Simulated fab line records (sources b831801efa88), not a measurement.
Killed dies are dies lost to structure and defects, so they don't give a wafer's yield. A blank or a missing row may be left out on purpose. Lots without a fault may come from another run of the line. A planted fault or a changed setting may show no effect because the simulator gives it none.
fab line records	flow sky130
[record] lots = 6	wafers = 18	last_day = 50
route steps=708 shown METAL1@455 VIA1@458 PAD_OPEN@708
lots untouched by any fault: they come from a run of this same line in which no faults occurred
start_h: hours from the record's opening day to when the first of the lot's shown wafers began	wait_h: hours since the lot's step before	" unchanged from the row above	L1.1+2: one row covering several wafers at once	- no value present, or no start provided	* or withheld: withheld	< > ~ a bound
route shown NAME@n: NAME is a module with steps in the file, n the number in the route of the first one	usual: mean and standard deviation over wafers with no fault	same: alike in all rows	chamber/n: place in a boat	sites: each site's reading	_std_site: standard deviation of those values	_edge_site: outer sites' mean less inner sites'	radius_mm: how far each site lies from the wafer's centre	mask NAME#n: copy n	behind: the last tool/chamber to shape the wafer	hold: why the lot was held/for how many hours/how that ended	device: transistor that didn't switch, given as n, p or np	end of line: at the end of the route, the tests of the same wafers	a step without rows: its recipe alone	killed: not the wafer's yield, but the dies lost to structure and defects at the first sort	map: dies across one wafer; x = killed, . = not, _ = none there
set.NAME: the setting the step ran with; set.NAME@STEP: the setting that earlier step ran with	model.NAME: the simulator's own value behind a step, which no gauge read
lots at some steps of the route; a table a step, a row a wafer
services: a tool's chamber out of use, with start hour (start_h, from the record's first day; less than 0 if before it), hours out, and reason
[[steps]]
[step SKY_METAL1_STRIP_21]
[recipe] chemistry = post_etch_residue_remover	time_s = 1200	temp_c = 72.5
[step SKY_METAL1_CLEAN_22]
[recipe] chemistry = IPA	time_s = 180	temp_c = 25
[step SKY_METAL1_CLEAN_23]
[recipe] chemistry = O3/DIW	dry = n2_spin
[step SKY_VIA1_HDPCVD_00]
[recipe] material = SiO2	target_thk_nm = 1030	sigma_open_frac = 0.3	time_s = 171.7	temp_c = 400	sih4_flow_sccm = 60	pressure_mtorr = 6
[step SKY_VIA1_THK_MEAS_01]
[recipe] reads = SiO2_of_VIA1_HDPCVD_00
[usual] VIA1_HDPCVD_THK = 1025/11
lot.wafer	tool	chamber	start_h	wait_h	VIA1_HDPCVD_THK[nm]
L903.4	film_metro-03	-	770.31	0.0	1018
L903.5	"	-	"	"	1025
L903.6	"	-	"	"	1022
L906.1	film_metro-03	-	800.46	0.1	1024
L906.3	"	-	"	"	1016
L906.4	"	-	"	"	1017
L910.1	film_metro-03	-	831.02	0.1	1009
L910.3	"	-	"	"	1019
L910.4	"	-	"	"	1024
L911.2	film_metro-03	-	834.78	0.1	1018
L911.5	"	-	"	"	1024
L911.6	"	-	"	"	1031
L919.1	film_metro-03	-	901.51	0.1	1032
L919.4	"	-	"	"	1048
L919.5	"	-	"	"	1026
L924.4	film_metro-01	-	936.91	0.0	1002
L924.5	"	-	"	"	1004
L924.6	"	-	"	"	1022
[step SKY_VIA1_CMP_02]
[recipe] material = SiO2	down_force_psi = 4	platen_rpm = 60	pad_velocity_m_s = 0.94248
[usual] motor_current_A = 11.0/1.1	slurry_filter_dp_kPa = 13.51/0.13
lot.wafer	tool	chamber	start_h	wait_h	motor_current_A	slurry_filter_dp_kPa
L903.4	cmp-01	1	770.44	0.1	12.7	13.49
L903.5	"	3	"	"	9.2	13.37
L903.6	"	0	"	"	10.2	13.58
L906.1	cmp-02	2	800.57	0.1	11.9	13.56
L906.4	"	3	"	"	10.6	13.48
L906.3	"	0	"	"	10.8	13.56
L910.1	cmp-01	2	831.13	0.1	10.7	13.72
L910.3	"	3	"	"	9.7	13.25
L910.4	"	0	"	"	10.2	13.54
L911.2	cmp-01	0	834.88	0.1	10.0	13.65
L911.6	"	3	"	"	9.5	13.62
L911.5	"	0	"	"	10.0	13.51
L919.1	cmp-02	0	901.57	0.1	10.7	13.40
L919.4	"	2	"	"	12.2	13.56
L919.5	"	1	"	"	12.6	13.52
L924.4	cmp-01	3	937.14	0.2	9.3	13.38
L924.6	"	1	"	"	12.8	13.39
L924.5	"	2	"	"	11.4	13.29
[step SKY_VIA1_BOW_MEAS_03]
[recipe] mode = bow
[usual] VIA1_BOW = 81/7.2
lot.wafer	tool	chamber	start_h	wait_h	VIA1_BOW[um]
L903.4	film_metro-03	-	770.70	0.2	87
L903.5	"	-	"	"	71
L903.6	"	-	"	"	91
L906.1	film_metro-03	-	800.82	0.2	89
L906.3	"	-	"	"	84
L906.4	"	-	"	"	96
L910.1	film_metro-01	-	831.38	0.2	77
L910.3	"	-	"	"	83
L910.4	"	-	"	"	81
L911.2	film_metro-02	-	835.15	0.2	79
L911.5	"	-	"	"	76
L911.6	"	-	"	"	89
L919.1	film_metro-02	-	901.87	0.2	75
L919.4	"	-	"	"	81
L919.5	"	-	"	"	82
L924.4	film_metro-01	-	937.40	0.2	91
L924.5	"	-	"	"	78
L924.6	"	-	"	"	74
[step SKY_VIA1_DEHYDRATE_04]
[recipe] temp_c = 200	time_s = 60
[step SKY_VIA1_HMDS_05]
[recipe] prime_time_s = 60	prime_temp_c = 120
[step SKY_VIA1_COAT_06]
[recipe] resist = BARC	temp_c = withheld	time_s = withheld	spin_rpm = 3000	resist_thk_nm = 60
[step SKY_VIA1_COAT_07]
[recipe] resist = KrF-thick	spin_rpm = 3000	resist_thk_nm = 450
[step SKY_VIA1_SOFTBAKE_08]
[recipe] temp_c = 100	time_s = 90	resist = KrF-thick
[step SKY_VIA1_EXPOSE_09]
[recipe] mask_id = VIM	na = 0.8	source_shape = annular	sigma_inner = 0.55	sigma_outer = 0.85	target_cd_nm = 150	dose_mj = 38
[usual] exposure_dose_mJ_cm2 = 38.00/0.036
lot.wafer	tool	chamber	start_h	wait_h	mask	exposure_dose_mJ_cm2
L903.4	krf_scanner-02	0	784.47	-	VIM#0	37.94
L903.5	"	0	"	"	VIM#0	37.92
L903.6	"	0	"	"	VIM#0	37.98
L906.1	krf_scanner-01	0	813.89	-	VIM#0	37.94
L906.3	"	0	"	"	VIM#0	37.94
L906.4	"	0	"	"	VIM#0	37.97
L910.1	krf_scanner-02	0	844.55	-	VIM#0	38.82
L910.3	"	0	"	"	VIM#0	38.86
L910.4	"	0	"	"	VIM#0	38.88
L911.2	krf_scanner-02	0	848.34	-	VIM#0	38.87
L911.5	"	0	"	"	VIM#0	38.76
L911.6	"	0	"	"	VIM#0	38.78
L919.1	krf_scanner-01	0	914.72	-	VIM#0	38.03
L919.4	"	0	"	"	VIM#0	38.01
L919.5	"	0	"	"	VIM#0	38.03
L924.4	krf_scanner-01	0	948.98	-	VIM#0	38.00
L924.5	"	0	"	"	VIM#0	38.01
L924.6	"	0	"	"	VIM#0	37.99
[step SKY_VIA1_PEB_10]
[recipe] peb_temp_c = withheld	peb_time_s = withheld	resist = KrF-thick
[step SKY_VIA1_DEVELOP_11]
[recipe] develop_time_s = 60	resist = KrF-thick	dev_temp_c = 21
[step SKY_VIA1_CD_MEAS_12]
[recipe] target_cd_nm = 150
[usual] cd_nm = 150.3/1.6
lot.wafer	tool	chamber	start_h	wait_h	cd_nm
L903.4	cd_sem-01	-	797.50	-	149.2
L903.5	"	-	"	"	149.8
L903.6	"	-	"	"	149.5
L906.1	cd_sem-02	-	826.89	-	149.5
L906.3	"	-	"	"	148.7
L906.4	"	-	"	"	149.5
L910.1	cd_sem-02	-	856.79	-	155.3
L910.3	"	-	"	"	154.4
L910.4	"	-	"	"	155.3
L911.2	cd_sem-01	-	860.89	-	152.2
L911.5	"	-	"	"	152.0
L911.6	"	-	"	"	152.7
L919.1	cd_sem-01	-	927.12	-	148.3
L919.4	"	-	"	"	148.2
L919.5	"	-	"	"	148.9
L924.4	cd_sem-01	-	961.64	-	152.7
L924.5	"	-	"	"	152.7
L924.6	"	-	"	"	152.0
[step SKY_VIA1_OVL_MEAS_13]
[usual] VIA1_OVL = 5/4.6
lot.wafer	tool	chamber	start_h	wait_h	VIA1_OVL[nm]
L903.4	overlay-02	-	797.58	0.1	11
L903.5	"	-	"	"	13
L903.6	"	-	"	"	9
L906.1	overlay-02	-	827.01	0.1	1
L906.3	"	-	"	"	-5
L906.4	"	-	"	"	5
L910.1	overlay-02	-	856.91	0.1	10
L910.3	"	-	"	"	6
L910.4	"	-	"	"	14
L911.2	overlay-01	-	861.00	0.1	11
L911.5	"	-	"	"	10
L911.6	"	-	"	"	12
L919.1	overlay-01	-	927.24	0.1	2
L919.4	"	-	"	"	6
L919.5	"	-	"	"	4
L924.4	overlay-02	-	961.71	0.1	0
L924.5	"	-	"	"	7
L924.6	"	-	"	"	10
[step SKY_VIA1_ETCH_14]
[recipe] chemistry = N2/H2	target = BARC	ion_energy_ev = 200	source_w = 500	bias_w = 100	pressure_mtorr = 30	n2_flow_sccm = 100	h2_flow_sccm = 200	stop_on = SiO2	time_s = 45.9	target_depth_a = 600
[usual] drypump_motor_current_A = 5.7/0.39	n2_flow_sccm = 100.07/0.29	oes_product_au = 0.854/0.0048	throttle_valve_pct = 13.225/0.0089
lot.wafer	tool	chamber	start_h	wait_h	drypump_motor_current_A	n2_flow_sccm	oes_product_au	rf_hours_counter_h	throttle_valve_pct	model.VIA1.cd_nm
L903.4	rie_diel-03	3	797.60	0.0	5.4	100.29	0.861	11	13.224	149.3
L903.5	"	1	"	"	5.4	100.13	0.846	-	13.221	150.8
L903.6	"	0	"	"	5.9	100.23	0.859	-	13.228	149.2
L906.1	rie_diel-03	0	827.05	0.0	6.0	100.10	0.855	28	13.218	150.3
L906.3	"	1	"	"	5.4	99.75	0.858	8	13.225	150.1
L906.4	"	2	"	"	5.1	99.48	0.851	23	13.216	151
L910.1	rie_diel-02	2	856.95	0.0	6.2	99.97	0.854	9	13.229	155.3
L910.3	"	3	"	"	6.0	100.11	0.860	13	13.219	154.1
L910.4	"	3	"	"	6.0	100.21	0.853	-	13.240	154.9
L911.2	rie_diel-02	2	861.03	0.0	6.3	99.46	0.862	9	13.226	152.9
L911.5	"	0	"	"	6.0	99.85	0.855	-	13.240	152.2
L911.6	"	2	"	"	6.3	99.91	0.855	-	13.216	152.7
L919.1	rie_diel-03	0	927.28	0.0	5.9	100.15	0.848	2	13.218	148
L919.4	"	1	"	"	5.4	99.81	0.849	13	13.220	148.4
L919.5	"	2	"	"	5.1	100.16	0.857	-	13.213	149.6
L924.4	rie_diel-01	3	961.73	0.0	5.3	99.67	0.855	14	13.217	152.8
L924.5	"	1	"	"	5.8	100.16	0.856	-	13.240	153.2
L924.6	"	2	"	"	6.3	100.65	0.850	-	13.234	151.2
[step SKY_VIA1_ETCH_15]
[recipe] target = SiO2	chemistry = C4F8/O2/Ar	target_depth_nm = 351	stop_on = TiN	mask_material = KrF-thick	source_w = 1500	bias_w = 1200	pressure_mtorr = 40	c4f8_flow_sccm = withheld	O2_flow_sccm = 6	Ar_flow_sccm = 300	time_s = 54
[usual] oes_product_au = 0.981/0.0054
lot.wafer	tool	chamber	start_h	wait_h	oes_product_au	rf_hours_counter_h
L903.4	rie_diel-03	3	797.64	0.0	0.972	11
L903.5	"	1	"	"	0.981	-
L903.6	"	0	"	"	0.982	-
L906.1	rie_diel-03	0	827.09	0.0	0.986	28
L906.3	"	1	"	"	0.980	8
L906.4	"	2	"	"	0.994	23
L910.1	rie_diel-02	2	856.99	0.0	0.981	9
L910.3	"	3	"	"	0.983	13
L910.4	"	3	"	"	0.991	-
L911.2	rie_diel-02	2	861.07	0.0	0.996	9
L911.5	"	0	"	"	0.980	-
L911.6	"	2	"	"	0.976	-
L919.1	rie_diel-03	0	927.32	0.0	0.973	2
L919.4	"	1	"	"	0.983	13
L919.5	"	2	"	"	0.980	-
L924.4	rie_diel-01	3	961.77	0.0	0.969	14
L924.5	"	1	"	"	0.982	-
L924.6	"	2	"	"	0.986	-
[step SKY_PAD_OPEN_PROBE_99]
[usual] defect_limited_yield = 82.5/2.1	killed_at_M0_to_M3 = 43/7.7	killed_at_M4_up = 3.4/1.9	killed_at_contacts = 25/5.6	killed_at_front_end = 14/4.3	killed_at_other = 0.2/0.5	killed_dies = 86/10	killed_open = 47/7.2	killed_short = 39/6.7	sort_bin_3_pad_short = 0.9/0.46	sort_bin_5_function = 10.4/1.5	sort_bin_6_memory = 6.2/1.2	sort_n_pass = 406/10	sort_yield_pct = 82.5/2.1
[same] gross_dies = 492	killed_at_back_side = 0	sort_bin_4_leakage[%] = 0	sort_bin_8_speed[%] = 0
lot.wafer	tool	chamber	start_h	wait_h	defect_limited_yield[%]	killed_at_M0_to_M3	killed_at_M4_up	killed_at_contacts	killed_at_front_end	killed_at_other	killed_dies	killed_open	killed_short	sort_bin_3_pad_short[%]	sort_bin_5_function[%]	sort_bin_6_memory[%]	sort_n_pass	sort_yield_pct[%]
L903.4	prober-01	-	1079.29	0.2	83.1	37	1	26	19	0	83	54	29	0.6	10.0	6.3	409	83.1
L903.5	prober-01	-	1079.34	0.2	83.9	30	2	30	16	1	79	39	40	0.6	9.8	5.7	413	83.9
L903.6	prober-01	-	1079.39	0.2	82.7	46	2	22	14	1	85	44	41	0.8	10.4	6.1	407	82.7
L906.1	prober-02	-	1105.35	0.1	84.1	37	1	29	11	0	78	48	30	1.6	9.3	4.9	414	84.1
L906.3	prober-02	-	1105.45	0.2	82.7	47	1	26	11	0	85	53	32	0.8	11.4	5.1	407	82.7
L906.4	prober-02	-	1105.50	0.2	79.3	62	2	21	16	1	102	57	45	0.8	12.8	7.1	390	79.3
L910.1	prober-02	-	1129.54	0.1	86.0	37	2	16	13	1	69	35	34	0.8	9.3	3.9	423	86.0
L910.3	prober-02	-	1129.64	0.2	83.5	39	4	25	13	0	81	56	25	0.8	9.3	6.3	411	83.5
L910.4	prober-02	-	1129.69	0.2	86.4	30	5	23	9	0	67	36	31	0.4	9.6	3.7	425	86.4
L911.2	prober-01	-	1130.91	0.1	83.7	43	4	27	6	0	80	46	34	0.6	9.8	5.9	412	83.7
L911.5	prober-01	-	1131.06	0.2	78.7	51	6	26	22	0	105	59	46	1.4	13.2	6.7	387	78.7
L911.6	prober-01	-	1131.11	0.2	79.3	43	1	34	24	0	102	65	37	0	12.8	7.9	390	79.3
L919.1	prober-01	-	1178.00	0.1	79.7	48	6	23	22	1	100	44	56	1.2	13.4	5.7	392	79.7
L919.4	prober-01	-	1178.15	0.2	83.9	35	2	24	18	0	79	38	41	1.4	8.5	6.1	413	83.9
L919.5	prober-01	-	1178.20	0.2	82.1	43	8	28	8	1	88	48	40	1.8	8.7	7.3	404	82.1
L924.4	prober-02	-	1200.56	0.2	82.1	49	4	23	12	0	88	47	41	1.6	8.7	7.5	404	82.1
L924.5	prober-02	-	1200.61	0.2	81.9	47	6	17	19	0	89	46	43	0.6	10.0	7.5	403	81.9
L924.6	prober-02	-	1200.66	0.2	84.8	44	4	16	11	0	75	43	32	0.4	9.6	5.3	417	84.8
// killed by level:class
L903.4 LI_CONTACT:geometric_particle:open=11 FIELD_ISO:geometric_particle:open=8 CONTACT:geometric_particle:open=8 VIA1:geometric_particle:open=8 VIA3:geometric_particle:open=7 METAL1:geometric_particle:short=6 POLY_GATE:geometric_particle:open=4 METAL2:geometric_particle:short=4
L903.5 CONTACT:geometric_particle:open=9 CONTACT:geometric_particle:short=7 METAL2:geometric_particle:short=7 LI_CONTACT:geometric_particle:open=6 VIA2:geometric_particle:open=5 VIA3:geometric_particle:short=4 LOCAL_INTERCONNECT:geometric_particle:short=4 FIELD_ISO:geometric_particle:short=3
L903.6 VIA1:geometric_particle:open=11 METAL2:geometric_particle:short=8 LI_CONTACT:geometric_particle:open=6 CONTACT:geometric_particle:open=6 VIA3:geometric_particle:open=6 METAL1:geometric_particle:short=5 FIELD_ISO:geometric_particle:open=4 LOCAL_INTERCONNECT:geometric_particle:short=4
L906.1 VIA1:geometric_particle:open=14 CONTACT:geometric_particle:open=11 CONTACT:geometric_particle:short=6 VIA2:geometric_particle:open=5 POLY_GATE:geometric_particle:open=4 METAL2:geometric_particle:short=4 LI_CONTACT:geometric_particle:open=4 LOCAL_INTERCONNECT:geometric_particle:short=4
L906.3 VIA1:geometric_particle:open=14 CONTACT:geometric_particle:open=11 VIA2:geometric_particle:open=9 LI_CONTACT:geometric_particle:open=6 CONTACT:geometric_particle:short=6 METAL1:geometric_particle:short=6 FIELD_ISO:geometric_particle:short=4 FIELD_ISO:geometric_particle:open=3
L906.4 VIA3:geometric_particle:open=12 VIA2:geometric_particle:open=11 VIA1:geometric_particle:open=10 LI_CONTACT:geometric_particle:open=8 METAL1:geometric_particle:short=7 VIA1:geometric_particle:short=7 POLY_GATE:geometric_particle:open=5 CONTACT:geometric_particle:open=5
L910.1 VIA1:geometric_particle:open=11 FIELD_ISO:geometric_particle:short=5 METAL2:geometric_particle:short=5 LI_CONTACT:geometric_particle:open=5 METAL1:geometric_particle:short=5 CONTACT:geometric_particle:open=5 VIA3:geometric_particle:open=5 VIA1:geometric_particle:short=4
L910.3 VIA1:geometric_particle:open=17 CONTACT:geometric_particle:open=9 LI_CONTACT:geometric_particle:open=6 FIELD_ISO:geometric_particle:open=5 VIA2:geometric_particle:open=4 LOCAL_INTERCONNECT:geometric_particle:short=4 METAL1:geometric_particle:short=4 FIELD_ISO:geometric_particle:short=3
L910.4 VIA1:geometric_particle:open=9 LI_CONTACT:geometric_particle:open=6 METAL4:geometric_particle:short=5 LOCAL_INTERCONNECT:geometric_particle:short=5 CONTACT:geometric_particle:open=5 FIELD_ISO:geometric_particle:open=4 VIA3:geometric_particle:open=4 CONTACT:geometric_particle:short=4
L911.2 CONTACT:geometric_particle:open=12 VIA1:geometric_particle:open=9 LI_CONTACT:geometric_particle:open=8 METAL1:geometric_particle:short=8 VIA2:geometric_particle:open=7 CONTACT:geometric_particle:short=5 METAL2:geometric_particle:short=5 VIA1:geometric_particle:short=4
L911.5 VIA1:geometric_particle:open=12 CONTACT:geometric_particle:open=10 FIELD_ISO:geometric_particle:open=8 VIA3:geometric_particle:open=7 METAL1:geometric_particle:short=6 METAL2:geometric_particle:short=6 FIELD_ISO:geometric_particle:short=5 LI_CONTACT:geometric_particle:open=5
L911.6 CONTACT:geometric_particle:open=13 VIA1:geometric_particle:open=13 LI_CONTACT:geometric_particle:open=11 FIELD_ISO:geometric_particle:short=9 FIELD_ISO:geometric_particle:open=9 METAL1:geometric_particle:short=7 VIA3:geometric_particle:short=4 POLY_GATE:geometric_particle:open=4
L919.1 FIELD_ISO:geometric_particle:short=8 CONTACT:geometric_particle:open=8 METAL1:geometric_particle:short=8 FIELD_ISO:geometric_particle:open=7 VIA2:geometric_particle:open=7 VIA1:geometric_particle:open=7 VIA2:geometric_particle:short=7 LI_CONTACT:geometric_particle:open=6
L919.4 CONTACT:geometric_particle:open=12 POLY_GATE:geometric_particle:short=7 METAL1:geometric_particle:short=7 VIA2:geometric_particle:open=6 LI_CONTACT:geometric_particle:open=5 CONTACT:geometric_particle:short=5 VIA1:geometric_particle:short=5 VIA1:geometric_particle:open=5
L919.5 VIA1:geometric_particle:open=12 CONTACT:geometric_particle:open=10 VIA3:geometric_particle:open=8 LI_CONTACT:geometric_particle:open=7 VIA1:geometric_particle:short=7 METAL1:geometric_particle:short=6 METAL4:geometric_particle:short=6 METAL2:geometric_particle:short=4
L924.4 CONTACT:geometric_particle:open=10 VIA1:geometric_particle:open=9 METAL1:geometric_particle:short=8 METAL2:geometric_particle:short=7 VIA3:geometric_particle:open=7 VIA2:geometric_particle:open=6 CONTACT:geometric_particle:short=5 SPACER:geometric_particle:open=4
L924.5 METAL2:geometric_particle:short=12 VIA1:geometric_particle:open=9 METAL1:geometric_particle:short=8 VIA3:geometric_particle:open=7 CONTACT:geometric_particle:open=6 FIELD_ISO:geometric_particle:open=5 FIELD_ISO:geometric_particle:short=4 POLY_GATE:geometric_particle:open=4
L924.6 VIA2:geometric_particle:open=11 FIELD_ISO:geometric_particle:open=5 CONTACT:geometric_particle:open=5 VIA1:geometric_particle:open=5 METAL2:geometric_particle:short=5 METAL3:geometric_particle:short=5 LI_CONTACT:geometric_particle:open=4 VIA3:geometric_particle:open=4
[[services]]
tool	chamber	start_h	hours	kind
krf_scanner-01	-	766.75	2.8	repair
rie_diel-03	2	766.97	14.4	repair
krf_scanner-01	-	775.40	0.3	repair
rie_diel-02	-	776.58	2.3	repair
krf_scanner-01	-	777.50	0.8	pm
rie_diel-02	3	779.52	8.4	repair
krf_scanner-02	-	792.12	0.8	pm
cmp-01	-	796.02	7.4	pm
krf_scanner-02	-	820.62	1.0	pm
rie_diel-02	1	824.95	49.5	repair
cmp-01	-	832.54	1.8	repair
cmp-01	-	837.20	4.2	pm
krf_scanner-01	-	846.60	1.3	pm
rie_diel-02	2	857.34	3.0	repair
rie_diel-02	-	857.48	0.2	repair
rie_diel-02	0	869.38	14.4	repair
rie_diel-03	2	871.72	34.7	repair
krf_scanner-01	-	886.15	4.0	pm
krf_scanner-01	-	891.98	0.7	repair
cmp-01	-	895.81	3.2	repair
krf_scanner-02	-	905.41	1.0	repair
cmp-01	-	906.08	2.2	repair
krf_scanner-01	-	906.41	1.0	pm
cmp-01	-	912.00	4.0	pm
[[key]]
[first_sign] step = SKY_VIA1_EXPOSE_09	reading = exposure_dose_mJ_cm2	direction = up	sigmas = 23	usual = *	struck = *
[effect] step = SKY_VIA1_CD_MEAS_12	reading = cd_nm	direction = up	sigmas = 2.1	usual = 150.3	struck = 153.6
[model_effect] step = SKY_VIA1_ETCH_14	value = VIA1.cd_nm	without = 149.6	struck = 153.7
met_at SKY_VIA1_EXPOSE_09
struck_wafers L910.1,L910.3,L910.4,L911.2,L911.5,L911.6
onset_between 784.47 844.55
[fault] kind = process_parameter_drift	tool = krf_scanner-02	chamber = -	onset_h = 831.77	steps = SKY_VIA1_EXPOSE_09	channel = dose_mj	offset = 0.80859	shape = step	acts_in = these_recipes_only	stated = 38
